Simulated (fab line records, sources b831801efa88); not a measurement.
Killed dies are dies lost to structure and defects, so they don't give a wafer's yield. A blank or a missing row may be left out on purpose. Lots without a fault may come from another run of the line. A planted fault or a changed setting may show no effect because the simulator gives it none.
fab line records | flow sfq_line | part 1 of 2: steps 1 to 25 of 37
record lots=5 wafers=15 last_day=86
route steps=325 shown M1@60 I1@73 M2@88
lots that met no fault: from a run of the same line without faults
start_h: hours from the record's first day to the start of the lot's first wafer shown | wait_h: hours since the lot's step before | " the same as in the row above | L1.1+2: a row that stands for several wafers | - no value, or no start given | * or withheld: withheld | < > ~ a bound
route shown NAME@n: a module of which the file shows steps, and the number in the route of the first | usual: mean/standard deviation of fault-free wafers | same: alike in all rows | chamber/n: place in a boat | sites: the reading at each site | _std_site: their standard deviation | _edge_site: outer sites' mean less inner sites' | radius_mm: how far each site lies from the wafer's centre | mask NAME#n: copy n | behind: the tool/chamber that last shaped the wafer | hold: why the lot was held/for how many hours/how that ended | device: the transistor (n, p or np) that didn't switch | end of line: the same wafers' tests at the end of the route | a step without rows: its recipe alone | killed: dies lost to structure and defects at the first sort, not the wafer's yield | map: a wafer's dies, x killed, . not, _ none there
set.NAME: the setting as run; set.NAME@STEP: as run at that earlier step | model.NAME: the simulator's own value behind a step, which no gauge read
lots at some steps of the route; a table a step, a row a wafer
services: from which hour (start_h, from the record's first day; less than 0 if before it) a tool's chamber was out of use, for how many hours, and why
## steps
# step SFQ_M1_RS_MEAS_909
# recipe thk_meas_gauge=four-point-probe reads=Nb_of_TRILAYER_M1_DEP_SPUTTER_037
# usual M1_NB_RS=0.891/0.0098
# columns lot.wafer tool chamber start_h wait_h M1_NB_RS[ohm/sq]
L075.2 film_metro-01 - 243.44 0.1 0.882
L075.4 " - " " 0.879
L075.5 " - " " 0.873
L079.1 film_metro-01 - 271.02 0.0 0.900
L079.2 " - " " 0.895
L079.5 " - " " 0.897
L089.2 film_metro-03 - 326.34 0.1 0.885
L089.4 " - " " 0.887
L089.6 " - " " 0.887
L092.1 film_metro-03 - 355.67 0.0 0.886
L092.3 " - " " 0.895
L092.4 " - " " 0.883
L095.2 film_metro-02 - 374.97 0.1 0.902
L095.4 " - " " 0.896
L095.5 " - " " 0.899
# step SFQ_TRILAYER_M1_LITHO_COAT_044
# recipe resist=BARC spin_rpm=3000 resist_thk_nm=62
# usual dispense_pressure_kPa=50/4.2 spin_speed_rpm=3000.5/2
# columns lot.wafer tool chamber start_h wait_h dispense_pressure_kPa spin_speed_rpm
L075.2 litho_track-03 0 243.73 0.2 52 2999.4
L075.4 " 0 " " 52 2995.6
L075.5 " 0 " " 52 2998.5
L079.1 litho_track-03 0 271.20 0.1 52 3001.5
L079.2 " 0 " " 52 3000.1
L079.5 " 0 " " 52 3001.1
L089.2 litho_track-04 0 326.55 0.1 45 2998.6
L089.4 " 0 " " 45 2996.7
L089.6 " 0 " " 45 2995.8
L092.1 litho_track-01 0 355.85 0.1 55 2999.6
L092.3 " 0 " " 56 3002.2
L092.4 " 0 " " 55 3000.9
L095.2 litho_track-04 0 375.18 0.1 45 2998.2
L095.4 " 0 " " 45 3000.6
L095.5 " 0 " " 45 3000.8
# step SFQ_TRILAYER_M1_LITHO_COAT_039
# recipe resist=KrF spin_rpm=3000 resist_thk_nm=600
# usual dispense_pressure_kPa=50/4.2 spin_speed_rpm=2999.8/1.9
# columns lot.wafer tool chamber start_h wait_h dispense_pressure_kPa spin_speed_rpm
L075.2 litho_track-03 0 244.03 0.2 52 3000.8
L075.4 " 0 " " 52 2998.9
L075.5 " 0 " " 52 3000.3
L079.1 litho_track-03 0 271.50 0.2 52 2997.9
L079.2 " 0 " " 53 3000.4
L079.5 " 0 " " 52 2998.2
L089.2 litho_track-04 0 326.85 0.2 45 2998.9
L089.4 " 0 " " 45 2999.0
L089.6 " 0 " " 45 2998.8
L092.1 litho_track-01 0 356.15 0.2 55 2997.6
L092.3 " 0 " " 55 3004.4
L092.4 " 0 " " 55 2998.7
L095.2 litho_track-04 0 375.48 0.2 45 3002.4
L095.4 " 0 " " 45 3000.0
L095.5 " 0 " " 45 2999.0
# step SFQ_TRILAYER_M1_LITHO_SOFTBAKE_043
# recipe temp_c=withheld time_s=withheld resist=KrF
# columns lot.wafer tool chamber start_h wait_h
L075.2+4+5 litho_track-03 0 244.31 0.2
L079.1+2+5 litho_track-03 0 271.80 0.2
L089.2+4+6 litho_track-04 0 327.13 0.2
L092.1+3+4 litho_track-01 0 356.45 0.2
L095.2+4+5 litho_track-04 0 375.76 0.2
# step SFQ_TRILAYER_M1_LITHO_EXPOSE_040
# recipe mask_id=M1 na=0.6 source_shape=conventional sigma_outer=0.65 target_cd_nm=500 dose_mj=14.4
# usual focus_offset_nm=-0.1/0.5
# columns lot.wafer tool chamber start_h wait_h mask focus_offset_nm
L075.2 krf_scanner-01 0 349.69 - M1#0 0.2
L075.4 " 0 " " M1#0 -0.1
L075.5 " 0 " " M1#0 0.4
L079.1 krf_scanner-01 0 381.89 - M1#0 -0.5
L079.2 " 0 " " M1#0 -0.2
L079.5 " 0 " " M1#0 -0.5
L089.2 krf_scanner-01 0 449.73 - M1#0 -0.3
L089.4 " 0 " " M1#0 -0.2
L089.6 " 0 " " M1#0 0.4
L092.1 krf_scanner-01 0 480.73 - M1#0 0.0
L092.3 " 0 " " M1#0 0.5
L092.4 " 0 " " M1#0 -0.1
L095.2 krf_scanner-01 0 499.78 - M1#0 -0.2
L095.4 " 0 " " M1#0 0.1
L095.5 " 0 " " M1#0 -0.1
# step SFQ_TRILAYER_M1_LITHO_PEB_042
# recipe peb_temp_c=115 peb_time_s=60 resist=KrF
# columns lot.wafer tool chamber start_h wait_h
L075.2+4+5 litho_track-03 0 350.72 0.8
L079.1+2+5 litho_track-01 0 383.09 1.0
L089.2+4+6 litho_track-01 0 450.76 0.8
L092.1+3+4 litho_track-04 0 481.93 1.0
L095.2+4+5 litho_track-01 0 500.81 0.8
# step SFQ_TRILAYER_M1_LITHO_DEVELOP_041
# recipe time_s=60 resist=KrF
# columns lot.wafer tool chamber start_h wait_h
L075.2+4+5 litho_track-03 0 350.87 0.1
L079.1+2+5 litho_track-01 0 383.24 0.1
L089.2+4+6 litho_track-01 0 450.91 0.1
L092.1+3+4 litho_track-04 0 482.08 0.1
L095.2+4+5 litho_track-01 0 500.96 0.1
# step SFQ_M1_OVL_MEAS_911
# usual M1_OVL=-2/4.7
# columns lot.wafer tool chamber start_h wait_h M1_OVL[nm]
L075.2 overlay-02 - 351.00 0.1 -5
L075.4 " - " " -2
L075.5 " - " " -3
L079.1 overlay-02 - 383.39 0.1 -9
L079.2 " - " " -10
L079.5 " - " " -1
L089.2 overlay-01 - 451.04 0.1 -6
L089.4 " - " " -4
L089.6 " - " " -1
L092.1 overlay-02 - 482.23 0.1 1
L092.3 " - " " -2
L092.4 " - " " -9
L095.2 overlay-02 - 501.09 0.1 0
L095.4 " - " " 0
L095.5 " - " " 5
# step SFQ_TRILAYER_M1_BARC_OPEN_METAL_ETCH_054
# recipe mask_material=PR chemistry=O2 target_depth_nm=125 target=BARC icp_w=600 bias_w=80 pressure_mtorr=10 time_s=41.7
# usual drypump_motor_current_A=5.34/0.26 oes_product_au=0.684/0.0045
# columns lot.wafer tool chamber start_h wait_h drypump_motor_current_A oes_product_au rf_hours_counter_h
L075.2 rie_metal-01 0 351.03 0.0 5.34 0.688 113
L075.4 " 0 " " 5.33 0.687 -
L075.5 " 1 " " 5.38 0.688 -
L079.1 rie_metal-01 0 383.43 0.0 5.35 0.674 119
L079.2 " 1 " " 5.39 0.680 59
L079.5 " 0 " " 5.36 0.687 -
L089.2 rie_metal-01 1 451.07 0.0 5.39 0.684 71
L089.4 " 0 " " 5.37 0.687 -
L089.6 " 1 " " 5.38 0.685 -
L092.1 rie_metal-02 1 482.27 0.0 5.70 0.678 83
L092.3 " 0 " " 5.47 0.691 -
L092.4 " 1 " " 5.68 0.675 -
L095.2 rie_metal-02 1 501.12 0.0 5.70 0.688 86
L095.4 " 0 " " 5.47 0.681 -
L095.5 " 0 " " 5.48 0.674 -
# step SFQ_TRILAYER_M1_ETCH_METAL_ETCH_042
# recipe target=Nb stop_on=SiO2 mask_material=PR chemistry=Cl2/Ar target_depth_nm=240 icp_w=600 bias_w=80 pressure_mtorr=10 time_s=120
# usual drypump_motor_current_A=5.33/0.26 oes_product_au=0.894/0.0068
# columns lot.wafer tool chamber start_h wait_h drypump_motor_current_A oes_product_au rf_hours_counter_h
L075.2 rie_metal-01 0 351.09 0.0 5.33 0.901 113
L075.4 " 0 " " 5.36 0.898 -
L075.5 " 1 " " 5.40 0.903 -
L079.1 rie_metal-01 0 383.49 0.0 5.34 0.897 119
L079.2 " 1 " " 5.38 0.891 59
L079.5 " 0 " " 5.36 0.902 -
L089.2 rie_metal-01 1 451.13 0.0 5.38 0.896 71
L089.4 " 0 " " 5.32 0.886 -
L089.6 " 1 " " 5.38 0.891 -
L092.1 rie_metal-02 1 482.33 0.0 5.65 0.892 83
L092.3 " 0 " " 5.46 0.898 -
L092.4 " 1 " " 5.67 0.897 -
L095.2 rie_metal-02 1 501.18 0.0 5.68 0.885 86
L095.4 " 0 " " 5.49 0.891 -
L095.5 " 0 " " 5.48 0.892 -
# step SFQ_TRILAYER_M1_STRIP_STRIP_043
# recipe gas=O2 power_w=200 platen_temp_c=40 overash_fraction=0.65 chemistry=O2 pressure_mtorr=50
# usual drypump_motor_current_A=5.33/0.27 oes_product_au=0.997/0.0078
# columns lot.wafer tool chamber start_h wait_h drypump_motor_current_A oes_product_au rf_hours_counter_h
L075.2 rie_metal-01 0 351.21 0.1 5.36 1.005 113
L075.4 " 0 " " 5.35 0.997 -
L075.5 " 1 " " 5.38 0.996 -
L079.1 rie_metal-01 0 383.61 0.1 5.32 1.005 119
L079.2 " 1 " " 5.38 0.999 59
L079.5 " 0 " " 5.32 1.009 -
L089.2 rie_metal-01 1 451.25 0.1 5.38 1.009 71
L089.4 " 0 " " 5.34 1.017 -
L089.6 " 1 " " 5.39 1.011 -
L092.1 rie_metal-02 1 482.45 0.1 5.70 0.999 84
L092.3 " 0 " " 5.49 0.980 -
L092.4 " 1 " " 5.67 0.995 -
L095.2 rie_metal-02 1 501.30 0.1 5.65 1.001 87
L095.4 " 0 " " 5.50 0.989 -
L095.5 " 0 " " 5.47 0.997 -
# step SFQ_TRILAYER_M1_STRIP_SOLV_CLEAN_044
# recipe chemistry=NMP temp_c=70 time_s=600
# columns lot.wafer tool chamber start_h wait_h
L075.2+4+5 wet_bench-02 7,0,3 351.81 0.4
L079.1+2+5 wet_bench-02 0,1,2 384.21 0.4
L089.2+4+6 wet_bench-02 5,4,2 451.85 0.4
L092.1+3+4 wet_bench-04 1,6,0 483.05 0.4
L095.2+4+5 wet_bench-04 2,6,5 501.90 0.4
# step SFQ_TRILAYER_I1_DEP_PECVD_045
# recipe material=SiO2 temp_c=150 time_s=111.11 pressure_torr=2.4 rf_w=183.3 precursor=SiH4/N2O target_thk_nm=500
# usual heater_power_w=95/19 throttle_valve_pct=24.7/1.8
# columns lot.wafer tool chamber start_h wait_h heater_power_w throttle_valve_pct
L075.2 pecvd-01 0 352.00 0.0 83 23.4
L075.4 " 2 " " 67 23.9
L075.5 " 1 " " 90 22.6
L079.1 pecvd-04 2 384.39 0.0 126 28.0
L079.2 " 0 " " 98 28.0
L079.5 " 2 " " 133 27.9
L089.2 pecvd-01 0 452.06 0.0 86 23.9
L089.4 " 2 " " 71 24.3
L089.6 " 0 " " 90 23.8
L092.1 pecvd-01 1 483.23 0.0 94 22.8
L092.3 " 0 " " 96 24.2
L092.4 " 1 " " 78 22.4
L095.2 pecvd-04 2 502.08 0.0 121 28.3
L095.4 " 2 " " 133 28.5
L095.5 " 1 " " 98 24.6
# step SFQ_TRILAYER_I1_CMP_CMP_046
# recipe material=SiO2 down_force_psi=3 platen_rpm=60 pad_velocity_m_s=0.94248
# usual head_pressure_psi=3.000/0.006 motor_current_A=9.8/1 slurry_filter_dp_kPa=13.49/0.14 time_to_endpoint_s=215/7.4
# columns lot.wafer tool chamber start_h wait_h head_pressure_psi motor_current_A slurry_filter_dp_kPa time_to_endpoint_s
L075.4 cmp-02 0 355.97 3.9 2.986 9.4 13.44 221
L075.2 " 1 " " 2.998 10.0 13.58 218
L075.5 " 0 357.97 5.9 2.992 9.2 13.19 222
L079.1 cmp-02 3 396.63 12.2 2.999 12.5 13.59 210
L079.2 " 0 " " 3.004 9.4 13.46 216
L079.5 " 3 398.63 14.2 3.008 12.2 13.59 218
L089.2 cmp-01 1 460.05 7.9 2.997 9.8 13.59 211
L089.4 " 3 461.05 8.9 3.009 8.7 13.53 215
L089.6 " 2 462.55 10.4 3.010 9.3 13.30 228
L092.4 cmp-01 2 493.47 10.2 3.012 8.8 13.59 225
L092.1 " 3 " " 2.997 8.6 13.36 214
L092.3 " 1 494.97 11.7 3.002 9.5 13.35 212
L095.4 cmp-01 3 508.97 6.8 3.005 8.5 13.54 220
L095.2 " 1 509.97 7.9 2.999 9.7 13.49 212
L095.5 " 3 510.97 8.8 3.011 8.6 13.44 231
# step SFQ_I1_BOW_MEAS_912
# recipe mode=bow
# usual I1_BOW=2/8.7
# columns lot.wafer tool chamber start_h wait_h I1_BOW[um]
L075.2 film_metro-01 - 358.49 1.5 -2
L075.4 " - " " -3
L075.5 " - " " 7
L079.1 film_metro-01 - 399.13 2.0 -9
L079.2 " - " " 2
L079.5 " - " " 10
L089.2 film_metro-04 - 463.07 2.5 -7
L089.4 " - " " -3
L089.6 " - " " -15
L092.1 film_metro-01 - 496.47 2.0 -1
L092.3 " - " " -1
L092.4 " - " " -7
L095.2 film_metro-02 - 511.49 1.0 9
L095.4 " - " " 7
L095.5 " - " " 7
# step SFQ_TRILAYER_I1_METRO_MEASURE_047
# usual thk_nm=200.1/1.1
# columns lot.wafer tool chamber start_h wait_h thk_nm
L075.2 film_metro-01 - 358.79 0.3 201.5
L075.4 " - " " 199.9
L075.5 " - " " 200.2
L079.1 film_metro-01 - 399.25 0.1 200.8
L079.2 " - " " 200.0
L079.5 " - " " 200.3
L089.2 film_metro-04 - 463.37 0.3 199.5
L089.4 " - " " 199.4
L089.6 " - " " 200.2
L092.1 film_metro-01 - 496.59 0.1 202.0
L092.3 " - " " 200.7
L092.4 " - " " 201.2
L095.2 film_metro-02 - 511.79 0.3 201.1
L095.4 " - " " 199.7
L095.5 " - " " 198.7
# step SFQ_TRILAYER_I1_VIA_LITHO_COAT_054
# recipe resist=BARC spin_rpm=3000 resist_thk_nm=62
# usual dispense_pressure_kPa=50/4.6 spin_speed_rpm=3000.0/2.1
# columns lot.wafer tool chamber start_h wait_h dispense_pressure_kPa spin_speed_rpm
L075.2 litho_track-02 0 359.84 0.8 45 2999.8
L075.4 " 0 " " 45 2997.3
L075.5 " 0 " " 45 3002.4
L079.1 litho_track-03 0 400.45 1.0 52 2998.7
L079.2 " 0 " " 53 2999.8
L079.5 " 0 " " 52 3000.5
L089.2 litho_track-01 0 464.42 0.8 55 2996.9
L089.4 " 0 " " 56 2997.0
L089.6 " 0 " " 55 2998.6
L092.1 litho_track-03 0 497.79 1.0 52 2998.7
L092.3 " 0 " " 52 3000.5
L092.4 " 0 " " 52 2997.1
L095.2 litho_track-03 0 512.84 0.8 52 3001.3
L095.4 " 0 " " 52 3002.1
L095.5 " 0 " " 52 3001.2
# step SFQ_TRILAYER_I1_VIA_LITHO_COAT_049
# recipe resist=KrF spin_rpm=3000 resist_thk_nm=650
# usual dispense_pressure_kPa=50/4.6 spin_speed_rpm=3000.0/2.1
# columns lot.wafer tool chamber start_h wait_h dispense_pressure_kPa spin_speed_rpm
L075.2 litho_track-02 0 360.14 0.2 45 2999.3
L075.4 " 0 " " 45 2998.0
L075.5 " 0 " " 45 2996.9
L079.1 litho_track-03 0 400.75 0.2 52 3000.9
L079.2 " 0 " " 52 3000.7
L079.5 " 0 " " 52 2998.6
L089.2 litho_track-01 0 464.72 0.2 56 2998.8
L089.4 " 0 " " 55 2997.9
L089.6 " 0 " " 55 3000.2
L092.1 litho_track-03 0 498.09 0.2 52 3003.5
L092.3 " 0 " " 52 2999.5
L092.4 " 0 " " 52 3004.3
L095.2 litho_track-03 0 513.14 0.2 52 2999.4
L095.4 " 0 " " 52 2998.6
L095.5 " 0 " " 53 2999.3
# step SFQ_TRILAYER_I1_VIA_LITHO_SOFTBAKE_053
# recipe temp_c=withheld time_s=withheld resist=KrF
# columns lot.wafer tool chamber start_h wait_h
L075.2+4+5 litho_track-02 0 360.42 0.2
L079.1+2+5 litho_track-03 0 401.05 0.2
L089.2+4+6 litho_track-01 0 464.99 0.2
L092.1+3+4 litho_track-03 0 498.39 0.2
L095.2+4+5 litho_track-03 0 513.41 0.2
# step SFQ_TRILAYER_I1_VIA_LITHO_EXPOSE_050
# recipe mask_id=I1 na=0.6 source_shape=conventional sigma_outer=0.65 target_cd_nm=500 dose_mj=21.3
# usual focus_offset_nm=0.0/0.55
# columns lot.wafer tool chamber start_h wait_h mask focus_offset_nm
L075.2 krf_scanner-02 0 393.15 - I1#0 -1.0
L075.4 " 0 " " I1#0 -0.4
L075.5 " 0 " " I1#0 -0.1
L079.1 krf_scanner-02 0 435.70 - I1#0 -0.2
L079.2 " 0 " " I1#0 0.5
L079.5 " 0 " " I1#0 0.8
L089.2 krf_scanner-02 0 503.54 - I1#0 -1.1
L089.4 " 0 " " I1#0 0.5
L089.6 " 0 " " I1#0 -0.4
L092.1 krf_scanner-02 0 523.74 - I1#0 0.7
L092.3 " 0 " " I1#0 0.0
L092.4 " 0 " " I1#0 -0.2
L095.2 krf_scanner-02 0 533.54 - I1#0 0.5
L095.4 " 0 " " I1#0 0.4
L095.5 " 0 " " I1#0 0.7
# step SFQ_TRILAYER_I1_VIA_LITHO_PEB_052
# recipe peb_temp_c=115 peb_time_s=60 resist=KrF
# columns lot.wafer tool chamber start_h wait_h
L075.2+4+5 litho_track-02 0 394.17 0.8
L079.1+2+5 litho_track-03 0 436.90 1.0
L089.2+4+6 litho_track-01 0 504.56 0.8
L092.1+3+4 litho_track-02 0 524.94 1.0
L095.2+4+5 litho_track-01 0 534.56 0.8
# step SFQ_TRILAYER_I1_VIA_LITHO_DEVELOP_051
# recipe time_s=60 resist=KrF
# columns lot.wafer tool chamber start_h wait_h
L075.2+4+5 litho_track-02 0 394.32 0.1
L079.1+2+5 litho_track-03 0 437.05 0.1
L089.2+4+6 litho_track-01 0 504.71 0.1
L092.1+3+4 litho_track-02 0 525.09 0.1
L095.2+4+5 litho_track-01 0 534.71 0.1
# step SFQ_I1_OVL_MEAS_913
# usual I1_OVL=-8/5.1
# columns lot.wafer tool chamber start_h wait_h I1_OVL[nm]
L075.2 overlay-01 - 394.45 0.1 -19
L075.4 " - " " -16
L075.5 " - " " -13
L079.1 overlay-01 - 437.20 0.1 -6
L079.2 " - " " -9
L079.5 " - " " -6
L089.2 overlay-01 - 504.84 0.1 -10
L089.4 " - " " -3
L089.6 " - " " -1
L092.1 overlay-02 - 525.24 0.1 -6
L092.3 " - " " -7
L092.4 " - " " -6
L095.2 overlay-02 - 534.84 0.1 -1
L095.4 " - " " 3
L095.5 " - " " -6
# step SFQ_TRILAYER_I1_VIA_BARC_OPEN_VIA_ETCH_071
# recipe mask_material=PR chemistry=O2 target_depth_nm=125 target=BARC source_w=500 bias_w=80 pressure_mtorr=30 time_s=41.7
# usual drypump_motor_current_A=5.8/0.52 oes_product_au=0.685/0.0045
# columns lot.wafer tool chamber start_h wait_h drypump_motor_current_A oes_product_au rf_hours_counter_h
L075.2 rie_diel-01 3 394.48 0.0 5.9 0.677 3
L075.4 " 1 " " 5.1 0.682 6
L075.5 " 3 " " 5.9 0.689 -
L079.1 rie_diel-04 0 437.23 0.0 6.6 0.680 4
L079.2 " 1 " " 5.7 0.688 2
L079.5 " 1 " " 5.7 0.684 -
L089.2 rie_diel-01 3 504.87 0.0 5.9 0.683 5
L089.4 " 2 " " 5.9 0.684 -
L089.6 " 0 " " 5.5 0.692 -
L092.1 rie_diel-01 3 525.27 0.0 5.9 0.686 6
L092.3 " 2 " " 5.9 0.681 47
L092.4 " 0 " " 5.5 0.680 -
L095.2 rie_diel-04 1 534.87 0.0 5.7 0.678 3
L095.4 " 3 " " 6.2 0.688 15
L095.5 " 3 " " 6.3 0.678 -
# step SFQ_TRILAYER_I1_VIA_ETCH_VIA_ETCH_052
# recipe target=SiO2 stop_on=Nb mask_material=PR taper_deg=20 chemistry=CHF3 target_depth_nm=260 source_w=500 bias_w=80 pressure_mtorr=30 time_s=withheld
# usual drypump_motor_current_A=5.8/0.52 oes_product_au=0.855/0.0047
# columns lot.wafer tool chamber start_h wait_h drypump_motor_current_A oes_product_au
L075.2 rie_diel-01 3 394.52 0.0 5.9 0.853
L075.4 " 1 " " 5.1 0.860
L075.5 " 3 " " 5.9 0.858
L079.1 rie_diel-04 0 437.27 0.0 6.5 0.848
L079.2 " 1 " " 5.7 0.856
L079.5 " 1 " " 5.7 0.859
L089.2 rie_diel-01 3 504.91 0.0 5.9 0.857
L089.4 " 2 " " 5.9 0.851
L089.6 " 0 " " 5.5 0.855
L092.1 rie_diel-01 3 525.31 0.0 5.9 0.851
L092.3 " 2 " " 6.0 0.856
L092.4 " 0 " " 5.5 0.853
L095.2 rie_diel-04 1 534.91 0.0 5.7 0.856
L095.4 " 3 " " 6.3 0.853
L095.5 " 3 " " 6.2 0.857
